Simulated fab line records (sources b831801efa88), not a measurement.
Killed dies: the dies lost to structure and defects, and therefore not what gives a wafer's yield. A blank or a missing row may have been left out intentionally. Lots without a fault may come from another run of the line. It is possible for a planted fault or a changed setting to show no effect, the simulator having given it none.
Lot-split experiment	flow sky130	on a route of 708 steps: 5 lots, 23 wafers read

## ABOUT THE SPLIT
At SKY_SD_P_COAT_02 (resist thk 1140 nm), the setting resist thk nm was moved away from the recipe's 1140 nm on 7 of the 23 wafers read, by -4.1% to +3.5%. The other wafers ran this setting at the recipe's value.

Reading taken at the split's own step.

## THE READING
NOVOLAK_of_SD_P_COAT_02.thk nm (the simulator's own value, which no gauge read), in nm, at SKY_SD_P_COAT_02 (resist thk 1140 nm). The file does not state a usual value for it. The 16 wafers here that ran the recipe average 1138 nm, standard deviation 3 nm.

wafer	tool, chamber at the split	resist thk nm as run, nm	against the recipe	NOVOLAK_of_SD_P_COAT_02.thk nm, nm	against lot-mates on the recipe
L074.1	litho track-04, 0	1140	recipe	1134	-
L074.5	litho track-04, 0	1140	recipe	1134	-
L074.2	litho track-04, 0	1140	recipe	1138	-
L074.3	litho track-04, 0	1111	-2.5%	1104	-31
L074.4	litho track-04, 0	1111	-2.5%	1104	-31
L076.1	litho track-01, 0	1140	recipe	1133	-
L076.2	litho track-01, 0	1180	+3.5%	1173	+38
L076.3	litho track-01, 0	1140	recipe	1137	-
L076.5	litho track-01, 0	1140	recipe	1136	-
L076.6	litho track-01, 0	1180	+3.5%	1175	+40
L079.1	litho track-04, 0	1140	recipe	1138	-
L079.3	litho track-04, 0	1140	recipe	1139	-
L079.5	litho track-04, 0	1140	recipe	1143	-
L082.1	litho track-03, 0	1140	recipe	1142	-
L082.5	litho track-03, 0	1140	recipe	1142	-
L082.2	litho track-03, 0	1140	recipe	1141	-
L082.4	litho track-03, 0	1140	recipe	1140	-
L082.6	litho track-03, 0	1140	recipe	1138	-
L084.1	litho track-03, 0	1140	recipe	1139	-
L084.2	litho track-03, 0	1093	-4.1%	1093	-47
L084.4	litho track-03, 0	1140	recipe	1141	-
L084.5	litho track-03, 0	1093	-4.1%	1091	-49
L084.6	litho track-03, 0	1093	-4.1%	1097	-43

THE FIT
A straight line over all 23 wafers: NOVOLAK_of_SD_P_COAT_02.thk nm changes by +11 nm for each +1% of resist thk nm; r = +0.99; the points scatter about the line by 3.5 nm.
The same after taking each lot's own level away (the mean of its wafers on the recipe; 23 wafers): +11.3 nm for each +1%; r = +1.00; scatter 2 nm.
The reading moves by 47 nm for the largest change in resist thk nm, on that fit.
Measured against the standard deviation above, the lots' own levels, which go from 1135.3 to 1140.6 nm, span 1.8 times it.
The two slopes are in agreement: the lot-to-lot level therefore moves the slope only a little.
Check: for one of the wafers moved furthest among these (-4.1%), held out of the fit, the line's prediction against its lot-mates is -46.8 nm. It came out at -47 nm against them.

## OTHER SPLITS ON THESE WAFERS
Note: prior to the reading, these wafers also went through further splits. Each is held against what the fit with the lots' levels taken away leaves over:
other split on the same wafers	wafers away from the commonest value	r with NOVOLAK_of_SD_P_COAT_02.thk nm (lot level and that fit taken away)
SKY_VT_ADJUST_PCH_COAT_02 spin rpm	5	+0.01
SKY_VT_ADJUST_PCH_STRIP_09 power w	5	+0.24
SKY_SONOS_ONO_OXIDATION_00 ox time s	15	-0.01
SKY_GATE_OXIDE_COAT_05 resist thk nm	5	-0.14
SKY_GATE_OXIDE_IMPLANT_11 energy kev	7	-0.12
SKY_POLY_GATE_IMPLANT_02 energy kev	9	+0.13
SKY_POLY_GATE_DEVELOP_12 dev temp c	11	+0.17
SKY_LDD_N_IMPLANT_09 energy kev	8	+0.06
SKY_LDD_P_COAT_02 resist thk nm	5	+0.14
SKY_LDD_P_DEVELOP_06 develop time s	10	+0.03
SKY_LDD_HVN_IMPLANT_08 energy kev	6	-0.20
SKY_LDD_HVP_IMPLANT_08 energy kev	11	-0.02
SKY_SPACER_CVD_00 pressure mtorr	15	-0.14

## FILE'S OWN FIT
NOVOLAK_of_SD_P_COAT_02.thk nm changes by +11.4 nm for each +1% of resist thk nm, r = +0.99.
